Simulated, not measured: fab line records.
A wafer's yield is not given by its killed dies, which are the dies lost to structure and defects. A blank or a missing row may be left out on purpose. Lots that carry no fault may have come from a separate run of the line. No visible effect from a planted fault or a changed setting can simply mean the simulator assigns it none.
Which tool was responsible?    flow sky130    45 wafers from 15 lots sampled at 5 of the route's 708 steps

== WHAT THE GAUGES SHOWED, per wafer ==
SKY_VT_ADJUST_HVTR_TW_MEAS_11.
lot   measured      on             VT_ADJUST_HVTR_TW
L695  day 9 10:43   film_metro-03  209.2 208.5 208.0
L698  day 10 10:52  film_metro-03  208.2 209.9 207.1
L699  day 10 16:14  film_metro-02  207.4 208.1 208.3
L701  day 11 06:20  film_metro-03  209.8 208.9 209.2
L702  day 11 13:35  film_metro-02  208.0 207.8 206.9
L703  day 11 23:29  film_metro-03  208.7 209.1 209.6
L705  day 12 11:48  film_metro-04  211.4 210.7 209.8
L707  day 13 01:29  film_metro-02  208.7 208.2 208.2
L708  day 13 10:50  film_metro-04  210.1 210.8 211.3
L712  day 14 16:17  film_metro-04  29.9 30.1 29.8
L713  day 14 21:41  film_metro-02  29.6 29.6 29.6
L714  day 15 08:21  film_metro-03  29.9 29.7 29.7
L716  day 15 21:44  film_metro-04  210.1 209.4 210.9
L717  day 16 06:01  film_metro-02  205.4 206.2 207.6
L718  day 16 09:38  film_metro-04  209.5 211.0 209.9

SKY_SONOS_ONO_OVL_MEAS_14.
lot   measured      on          SONOS_ONO_OVL (nm)
L695  day 12 12:43  overlay-02  -1.0 0.2 -0.8
L698  day 13 17:14  overlay-02  -0.3 0.9 1.1
L699  day 14 03:49  overlay-01  -2.3 -1.6 0.4
L701  day 14 16:28  overlay-01  0.1 -0.2 -1.6
L702  day 14 22:03  overlay-02  1.4 -0.9 0.1
L703  day 15 08:42  overlay-01  -1.3 -1.2 -0.1
L705  day 15 23:07  overlay-01  1.1 2.3 1.3
L707  day 16 21:05  overlay-01  1.1 -0.2 1.3
L708  day 17 08:08  overlay-02  -1.8 -0.8 0.3
L716  day 20 01:04  overlay-01  3.1 1.8 0.6
L717  day 20 07:44  overlay-02  -2.8 -2.5 -1.6
L718  day 20 08:02  overlay-01  0.4 1.1 -0.9

== EACH LOT AND THE TOOL THAT RAN IT (in order: tool; ch and the chambers of the sampled wafers; start) ==
lot   SKY_PWDE_STRIP_09                    SKY_VT_ADJUST_NCORE_DEHYDRATE_00   SKY_VT_ADJUST_HVTR_IMPLANT_09
L695  plasma_asher-01 ch 0,1, day 3 21:40  litho_track-01 ch 0, day 8 03:17   implanter-02 ch 0, day 9 10:29
L698  plasma_asher-03 ch 0,1, day 4 14:28  litho_track-02 ch 0, day 9 01:01   implanter-02 ch 0, day 10 10:37
L699  plasma_asher-01 ch 1, day 4 19:46    litho_track-03 ch 0, day 9 06:02   implanter-02 ch 0, day 10 15:59
L701  plasma_asher-01 ch 0,1, day 5 06:36  litho_track-03 ch 0, day 9 19:38   implanter-03 ch 0, day 11 06:05
L702  plasma_asher-03 ch 0,1, day 5 11:39  litho_track-02 ch 0, day 10 01:16  implanter-02 ch 0, day 11 13:20
L703  plasma_asher-03 ch 0,1, day 5 16:31  litho_track-01 ch 0, day 10 10:47  implanter-01 ch 0, day 11 23:14
L705  plasma_asher-01 ch 0,1, day 6 05:21  litho_track-03 ch 0, day 10 22:25  implanter-01 ch 0, day 12 11:34
L707  plasma_asher-01 ch 0,1, day 6 15:37  litho_track-01 ch 0, day 11 11:42  implanter-03 ch 0, day 13 01:14
L708  plasma_asher-04 ch 0,1, day 6 22:03  litho_track-01 ch 0, day 11 20:53  implanter-02 ch 0, day 13 10:35
L712  plasma_asher-01 ch 0,1, day 7 21:01  litho_track-02 ch 0, day 13 00:10  implanter-01, day 14 16:02
L713  plasma_asher-04 ch 0,1, day 7 23:58  litho_track-03 ch 0, day 13 05:02  implanter-03, day 14 21:26
L714  plasma_asher-04 ch 0,1, day 8 08:29  litho_track-02 ch 0, day 13 15:37  implanter-01, day 15 08:08
L716  plasma_asher-03 ch 0,1, day 8 19:38  litho_track-03 ch 0, day 14 05:35  implanter-01 ch 0, day 15 21:29
L717  plasma_asher-04 ch 0,1, day 9 00:28  litho_track-03 ch 0, day 14 13:22  implanter-03 ch 0, day 16 05:47
L718  plasma_asher-01 ch 0,1, day 9 04:54  litho_track-03 ch 0, day 14 16:43  implanter-02 ch 0, day 16 09:25
- SKY_PWDE_STRIP_09: strips in O2/N2.
- SKY_VT_ADJUST_NCORE_DEHYDRATE_00: time 62.13 s.
- SKY_VT_ADJUST_HVTR_IMPLANT_09

== WHAT THE TOOLS THEMSELVES READ (means of the sampled wafers that have a number; where no wafer has one, the mark that the record gives instead) ==
SKY_PWDE_STRIP_09.
lot   tool             chamber_pressure_mTorr (mTorr)  drypump_motor_current_A (A)  n2_flow_sccm (sccm)  oes_product_au (a.u.)  strip_time_to_endpoint_s (s)
L695  plasma_asher-01  1500.6                          5.1                          300.4                0.722                  36.66
L698  plasma_asher-03  1500.0                          5.5                          300.5                0.717                  36.63
L699  plasma_asher-01  1499.8                          4.8                          299.7                0.722                  36.70
L701  plasma_asher-01  1500.9                          5.1                          300.6                0.722                  36.94
L702  plasma_asher-03  1500.4                          5.4                          298.9                0.726                  36.91
L703  plasma_asher-03  1500.6                          5.4                          300.3                0.724                  36.85
L705  plasma_asher-01  1500.6                          4.9                          299.4                0.721                  36.95
L707  plasma_asher-01  1500.7                          5.0                          299.7                0.722                  36.93
L708  plasma_asher-04  1500.7                          6.3                          300.2                0.721                  36.84
L712  plasma_asher-01  1500.6                          5.1                          300.1                0.719                  36.73
L713  plasma_asher-04  1499.2                          6.1                          300.0                0.724                  36.92
L714  plasma_asher-04  1499.7                          6.1                          300.2                0.723                  36.78
L716  plasma_asher-03  1500.3                          5.4                          299.7                0.721                  36.77
L717  plasma_asher-04  1499.6                          6.3                          300.6                0.719                  36.86
L718  plasma_asher-01  1500.1                          4.9                          300.0                0.720                  36.98

SKY_VT_ADJUST_NCORE_DEHYDRATE_00.
lot   tool            plate_sensor_t_centre_C (C)  plate_sensor_t_edge_C (C)
L695  litho_track-01  201.06                       201.55
L698  litho_track-02  201.06                       201.56
L699  litho_track-03  201.07                       201.55
L701  litho_track-03  201.06                       201.55
L702  litho_track-02  201.06                       201.54
L703  litho_track-01  201.08                       201.55
L705  litho_track-03  201.07                       201.56
L707  litho_track-01  201.06                       201.55
L708  litho_track-01  201.07                       201.55
L712  litho_track-02  201.08                       201.55
L713  litho_track-03  201.06                       201.56
L714  litho_track-02  201.07                       201.55
L716  litho_track-03  201.06                       201.55
L717  litho_track-03  201.07                       201.56
L718  litho_track-03  201.07                       201.54

SKY_VT_ADJUST_HVTR_IMPLANT_09.
lot   tool          beam_energy_keV  beam_on_s (s)
L695  implanter-02  9.9992           10.07
L698  implanter-02  10.0017          10.02
L699  implanter-02  10.0023          9.95
L701  implanter-03  10.0007          10.03
L702  implanter-02  9.9968           9.96
L703  implanter-01  10.0027          10.13
L705  implanter-01  10.0020          9.88
L707  implanter-03  10.0018          10.09
L708  implanter-02  10.0027          10.17
L712  implanter-01  -                -
L713  implanter-03  -                -
L714  implanter-01  -                -
L716  implanter-01  9.9994           10.16
L717  implanter-03  9.9990           10.15
L718  implanter-02  10.0010          9.99

== THE ANSWER, worked out from the rows above alone ==
Rule: the usual values come from the lots themselves. Put in order of their means at a reading, lots are off if they are a third of the lots or fewer, leave a main group of 4 or more, and stand apart from it by a gap of 3 or more times the standard deviation of the main group's means; of several such gaps the widest counts. If all means in a main group match to the digits the tables above print for the reading, that group is not used. Also off: a lot with no number at a reading for which 4 or more lots have one. All remaining lots with rows at the step are treated as sound. Order of review: gauges by route order, followed by the tools' own readings, for which a lot's mean as printed above is used. The first step at which some lot is off is used, and at that step the reading that is off furthest; a lot without a number counts as furthest.
Off: at SKY_VT_ADJUST_HVTR_TW_MEAS_11 (VT_ADJUST_HVTR_TW), L712, L713, L714. Mean 208.9 and standard deviation 1.3 in the main group.
A tool fits if, at a process step before that reading, it ran every lot that is off, and no sound lot after the first of them. The gauges at SKY_VT_ADJUST_HVTR_TW_MEAS_11 aren't tried: what is off there is off at SKY_VT_ADJUST_HVTR_IMPLANT_09 too, on other tools, and a gauge's error can't cause that. Of those tried, none fits.

== WHAT WAS PUT IN BY THE SIMULATOR ==
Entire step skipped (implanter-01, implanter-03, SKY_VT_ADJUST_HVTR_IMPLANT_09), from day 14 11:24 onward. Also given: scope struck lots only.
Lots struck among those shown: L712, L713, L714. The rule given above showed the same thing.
